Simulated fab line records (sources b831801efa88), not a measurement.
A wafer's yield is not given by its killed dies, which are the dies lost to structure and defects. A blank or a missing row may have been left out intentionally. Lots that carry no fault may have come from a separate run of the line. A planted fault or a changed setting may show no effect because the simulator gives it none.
2 desks looking at one fault || flow sky130 || every desk sees just its own numbers, and what lay behind them comes last

## AT THE METROLOGY DESK
What the gauges read, lot by lot, whatever tool the lot ran on: means of the sampled wafers that have a number. Any lot whose mean is over 4 standard deviations away from the usual mean is out of limits and marked OUT; that distance is given in the brackets.
Columns: A = cdNm at SKY_FIELD_ISO_CD_MEAS_13, usual 149.8 nm; B = FIELD_ISO_OXIDATION_01_THK at SKY_FIELD_ISO_THK_MEAS_23, usual 10.07 nm
{"lot": "L809", "first seen here": "day 2 03:47", "A": 148.7, "B": 9.81}
{"lot": "L815", "first seen here": "day 3 11:52", "A": 148.0, "B": 10.13}
{"lot": "L817", "first seen here": "day 4 00:07", "A": 149.9, "B": 9.94}
{"lot": "L823", "first seen here": "day 5 09:36", "A": 150.0, "B": 10.08}
{"lot": "L824", "first seen here": "day 5 13:59", "A": 151.4, "B": 10.11}
{"lot": "L826", "first seen here": "day 5 21:46", "A": 148.4, "B": 10.10}
{"lot": "L827", "first seen here": "day 6 02:39", "A": 151.9, "B": 9.89}
{"lot": "L828", "first seen here": "day 6 06:28", "A": 151.7, "B": 10.18}
{"lot": "L830", "first seen here": "day 6 17:20", "A": 151.8, "B": 9.88}
{"lot": "L831", "first seen here": "day 7 00:15", "A": 147.3, "B": 10.32}
{"lot": "L832", "first seen here": "day 7 04:47", "A": 151.1, "B": 10.06}
Result from this desk: across the 11 lots, nothing is out of limits.

## FOR THE TOOL OWNER'S DESK: rieMetal-02
The tool's own readings at SKY_METAL2_ETCH_18 (etches BARC in N2/H2, stops on SiO2, time 45.9 s, target depth 60 nm): means of the sampled wafers that have a number, for each lot that ran on this tool. Any lot whose mean is over 4 standard deviations away from the usual mean is out of limits and marked OUT; that distance is given in the brackets.
Columns: A = biasW at SKY_METAL2_ETCH_18, usual 100.02 W; B = drypumpMotorCurrentA at SKY_METAL2_ETCH_18, usual 6.09 A; C = oesProductAu at SKY_METAL2_ETCH_18, usual 0.855 a.u.; D = throttleValvePct at SKY_METAL2_ETCH_18, usual 13.225 %
{"lot": "L809", "first seen here": "day 34 11:32", "A": 100.07, "B": 6.07, "C": 0.858, "D": 13.228}
{"lot": "L815", "first seen here": "day 36 21:33", "A": "108.42 (+28) OUT", "B": 5.88, "C": 0.859, "D": 13.231}
{"lot": "L817", "first seen here": "day 37 15:17", "A": "108.54 (+28) OUT", "B": 5.89, "C": 0.856, "D": 13.223}
{"lot": "L826", "first seen here": "day 40 09:13", "A": 100.03, "B": 5.89, "C": 0.854, "D": 13.225}
{"lot": "L828", "first seen here": "day 40 17:08", "A": 99.92, "B": 5.92, "C": 0.858, "D": 13.212}
{"lot": "L830", "first seen here": "day 41 12:08", "A": 100.48, "B": 6.24, "C": 0.856, "D": 13.222}
This desk finds L815, L817 out of limits, L815 being first, at day 36 21:33 (biasW at SKY_METAL2_ETCH_18). Within limits: L809, L826, L828, L830.

## TAKEN TOGETHER
The tool owner's desk could have raised an alarm at day 36 21:33, on L815, L817.
From the metrology desk's view, nothing was out of limits.
The metrology desk holds a record of L815, L817, inside its limits.
The lots listed all ran SKY_METAL2_ETCH_18 on rieMetal-02.

## WHAT WAS PUT IN BY THE SIMULATOR
rieMetal-02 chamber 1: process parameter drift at SKY_METAL2_ETCH_18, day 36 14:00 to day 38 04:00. A move of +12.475 in setting biasW, from 100. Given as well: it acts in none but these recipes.
Struck lots among those shown: L815, L817.
Time in hours from fault onset to the first out-of-limits reading at each desk: the tool owner's desk, 8.
